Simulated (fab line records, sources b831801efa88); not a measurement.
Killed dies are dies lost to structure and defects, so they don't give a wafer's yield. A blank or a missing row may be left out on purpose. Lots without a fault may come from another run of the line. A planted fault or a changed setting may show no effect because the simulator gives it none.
Which tool did it? | flow gf180mcu | 12 lots, 36 wafers sampled, at 5 steps of a route of 602

WHAT THE GAUGES READ, wafer by wafer
GF_V2_BOW_MEAS_05. Usual: V2_BOW 100 um, standard deviation 8.
lot  | measured     | on            | V2_BOW (um) | flag
L836 | day 19 03:38 | film_metro-02 | 94 87 87    |
L839 | day 20 11:21 | film_metro-01 | 89 100 113  |
L841 | day 21 03:25 | film_metro-04 | 100 84 101  |
L842 | day 21 23:34 | film_metro-02 | 105 114 102 |
L843 | day 22 00:43 | film_metro-04 | 104 100 92  |
L845 | day 22 19:14 | film_metro-02 | 104 80 84   |
L846 | day 23 06:05 | film_metro-02 | 109 95 95   |
L847 | day 23 09:23 | film_metro-04 | 102 106 99  |
L849 | day 23 23:49 | film_metro-01 | 106 102 109 |
L854 | day 25 16:32 | film_metro-02 | 101 112 103 |
L857 | day 26 14:34 | film_metro-04 | 120 104 98  |
L859 | day 27 05:37 | film_metro-04 | 113 102 120 |

GF_V3_THK_MEAS_03. Usual: V3_CVD_02_THK 849 nm, standard deviation 12.
lot  | measured     | on            | V3_CVD_02_THK (nm) | flag
L836 | day 21 06:50 | film_metro-01 | 834 841 851        |
L839 | day 22 14:07 | film_metro-02 | 830 844 838        |
L841 | day 23 05:02 | film_metro-02 | 852 847 852        |
L842 | day 24 00:23 | film_metro-01 | 833 856 845        |
L843 | day 24 00:46 | film_metro-02 | 833 853 842        |
L845 | day 24 18:16 | film_metro-03 | 844 843 870        |
L846 | day 25 05:37 | film_metro-03 | 840 850 852        |
L847 | day 25 08:39 | film_metro-01 | 845 867 851        |
L849 | day 25 21:56 | film_metro-01 | 825 832 825        |
L854 | day 27 12:38 | film_metro-02 | 830 843 840        |
L857 | day 28 09:28 | film_metro-03 | 841 859 876        |
L859 | day 28 23:50 | film_metro-02 | 852 877 851        |

WHICH TOOL RAN EACH LOT (tool, then ch and the chambers of the sampled wafers, then the start)
lot  | GF_VT_IMPLANT_COAT_13             | GF_VT_IMPLANT_STRIP_20               | GF_V1_ETCH_16
L836 | litho_track-01 ch 0, day 5 23:11  | plasma_asher-04 ch 0,1, day 6 06:58  | rie_diel-03 ch 0,2,3, day 18 00:37
L839 | litho_track-03 ch 0, day 6 15:46  | plasma_asher-02 ch 0,1, day 6 23:38  | rie_diel-03 ch 1,2,3, day 19 07:19
L841 | litho_track-01 ch 0, day 7 03:59  | plasma_asher-01 ch 0,1, day 7 12:16  | rie_diel-01 ch 0,1,3, day 20 00:22
L842 | litho_track-01 ch 0, day 7 12:00  | plasma_asher-04 ch 0,1, day 7 20:34  | rie_diel-04 ch 0,1,2, day 20 20:55
L843 | litho_track-03 ch 0, day 7 16:19  | plasma_asher-04 ch 0,1, day 8 01:01  | rie_diel-01 ch 1,2, day 20 22:20
L845 | litho_track-01 ch 0, day 8 06:05  | plasma_asher-01 ch 0,1, day 8 14:22  | rie_diel-01 ch 1,2,3, day 21 17:21
L846 | litho_track-04 ch 0, day 8 11:43  | plasma_asher-01 ch 0, day 8 20:29    | rie_diel-03 ch 0,2, day 22 04:00
L847 | litho_track-01 ch 0, day 8 18:45  | plasma_asher-04 ch 0,1, day 9 03:28  | rie_diel-01 ch 0,2,3, day 22 07:21
L849 | litho_track-04 ch 0, day 9 06:40  | plasma_asher-01 ch 0,1, day 9 15:43  | rie_diel-03 ch 0,1,3, day 22 22:06
L854 | litho_track-01 ch 0, day 10 15:18 | plasma_asher-01 ch 0,1, day 11 00:10 | rie_diel-01 ch 0,1,3, day 24 15:46
L857 | litho_track-01 ch 0, day 11 09:19 | plasma_asher-01 ch 0,1, day 11 18:46 | rie_diel-01 ch 0,1,3, day 25 14:45
L859 | litho_track-03 ch 0, day 11 22:53 | plasma_asher-04 ch 0,1, day 12 08:34 | rie_diel-04 ch 1,3, day 26 05:58
- GF_VT_IMPLANT_COAT_13: resist thk 1000 nm.
- GF_VT_IMPLANT_STRIP_20: strips in O2/N2.
- GF_V1_ETCH_16: etches BARC in N2/H2.

WHAT THE TOOLS THEMSELVES READ (means of the sampled wafers that have a number; where no wafer has one, the mark that the record gives instead)
GF_VT_IMPLANT_COAT_13. Usual: chill_plate_temp_C 23.01 C, standard deviation 0.12; exhaust_pa 45.2 Pa, standard deviation 0.97; spin_speed_rpm 2999.7 rpm, standard deviation 2.4.
lot  | tool           | chill_plate_temp_C (C) | exhaust_pa (Pa) | spin_speed_rpm (rpm) | flag
L836 | litho_track-01 | 22.93                  | 44.6            | 3000.5               |
L839 | litho_track-03 | 22.84                  | 45.8            | 2997.3               |
L841 | litho_track-01 | 22.96                  | 45.0            | 2999.0               |
L842 | litho_track-01 | 23.01                  | 45.1            | 2999.9               |
L843 | litho_track-03 | 23.05                  | 44.6            | 2997.0               |
L845 | litho_track-01 | 22.96                  | 44.0            | 2998.3               |
L846 | litho_track-04 | 23.06                  | 45.2            | 2997.5               |
L847 | litho_track-01 | 22.94                  | 45.8            | 2997.5               |
L849 | litho_track-04 | 23.08                  | 43.5            | 3000.2               |
L854 | litho_track-01 | 22.91                  | 44.9            | 3127.6               | OFF
L857 | litho_track-01 | 23.01                  | 45.9            | 3129.4               | OFF
L859 | litho_track-03 | 23.13                  | 45.8            | 3001.1               |

GF_VT_IMPLANT_STRIP_20. Usual: drypump_motor_current_A 5.8 A, standard deviation 0.41; heater_power_w 313 W, standard deviation 31; oes_product_au 0.716 a.u., standard deviation 0.0047; platen_temp_c 250.03 C, standard deviation 0.18; strip_time_to_endpoint_s 12.64 s, standard deviation 0.035.
lot  | tool            | drypump_motor_current_A (A) | heater_power_w (W) | oes_product_au (a.u.) | platen_temp_c (C) | strip_time_to_endpoint_s (s) | flag
L836 | plasma_asher-04 | 5.3                         | 280                | 0.717                 | 249.99            | 12.69                        |
L839 | plasma_asher-02 | 5.7                         | 301                | 0.718                 | 250.24            | 12.62                        |
L841 | plasma_asher-01 | 5.8                         | 328                | 0.714                 | 250.06            | 12.66                        |
L842 | plasma_asher-04 | 5.5                         | 314                | 0.717                 | 250.04            | 12.65                        |
L843 | plasma_asher-04 | 5.3                         | 286                | 0.718                 | 250.04            | 12.62                        |
L845 | plasma_asher-01 | 6.0                         | 337                | 0.716                 | 249.92            | 12.63                        |
L846 | plasma_asher-01 | 5.5                         | 321                | 0.711                 | 250.29            | 12.59                        |
L847 | plasma_asher-04 | 5.3                         | 283                | 0.713                 | 250.02            | 12.64                        |
L849 | plasma_asher-01 | 5.8                         | 331                | 0.717                 | 250.04            | 12.62                        |
L854 | plasma_asher-01 | 5.8                         | 329                | 0.715                 | 250.06            | 12.41                        | OFF
L857 | plasma_asher-01 | 5.9                         | 330                | 0.711                 | 250.24            | 12.41                        | OFF
L859 | plasma_asher-04 | 5.3                         | 281                | 0.718                 | 249.98            | 12.67                        |

GF_V1_ETCH_16. Usual: drypump_motor_current_A 5.71 A, standard deviation 0.25; oes_product_au 0.855 a.u., standard deviation 0.0044; throttle_valve_pct 13.226 %, standard deviation 0.0089.
lot  | tool        | drypump_motor_current_A (A) | oes_product_au (a.u.) | throttle_valve_pct (%) | flag
L836 | rie_diel-03 | 5.87                        | 0.853                 | 13.228                 |
L839 | rie_diel-03 | 5.78                        | 0.852                 | 13.224                 |
L841 | rie_diel-01 | 5.68                        | 0.854                 | 13.228                 |
L842 | rie_diel-04 | 5.57                        | 0.852                 | 13.229                 |
L843 | rie_diel-01 | 5.95                        | 0.855                 | 13.225                 |
L845 | rie_diel-01 | 5.79                        | 0.858                 | 13.228                 |
L846 | rie_diel-03 | 5.77                        | 0.860                 | 13.229                 |
L847 | rie_diel-01 | 5.68                        | 0.855                 | 13.229                 |
L849 | rie_diel-03 | 5.66                        | 0.857                 | 13.224                 |
L854 | rie_diel-01 | 5.67                        | 0.855                 | 13.220                 |
L857 | rie_diel-01 | 5.67                        | 0.856                 | 13.229                 |
L859 | rie_diel-04 | 5.84                        | 0.855                 | 13.226                 |

THE ANSWER, worked out from the rows above alone
Rule: a lot is off if the mean of its wafers that have a number lies more than 3 standard deviations from the usual mean. A lot without any number at a reading at which 4 lots or more have one is off too. The other lots that the step has rows for count as sound. The gauges are gone through in route order, then the tools' own readings, and for those a lot's mean is taken as printed above. The first step at which some lot is off is used, and at that step the reading that is off furthest; a lot without a number counts as furthest.
Off: L854, L857, at GF_VT_IMPLANT_COAT_13 (spin_speed_rpm).
A tool fits if, at that step or a process step before it, it ran every lot that is off, and no sound lot after the first of them. One fits: litho_track-01 at GF_VT_IMPLANT_COAT_13. Its last sound lot is L847 (day 8 18:45), its first lot that is off L854 (day 10 15:18): a fault that began between those two fits.
The tool's own readings at GF_VT_IMPLANT_COAT_13 bear it out: on the lots that are off they differ by more than 5 times the standard deviation of the sound lots' means. spin_speed_rpm reads 3128.5 rpm there against 2998.8 rpm on the sound lots.

WHAT THE SIMULATOR HAD PUT IN
Process parameter drift: litho_track-01, from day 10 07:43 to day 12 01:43, at GF_VT_IMPLANT_COAT_13. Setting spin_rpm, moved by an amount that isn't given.
Lots struck among those shown: L854, L857. The rule above found the same.
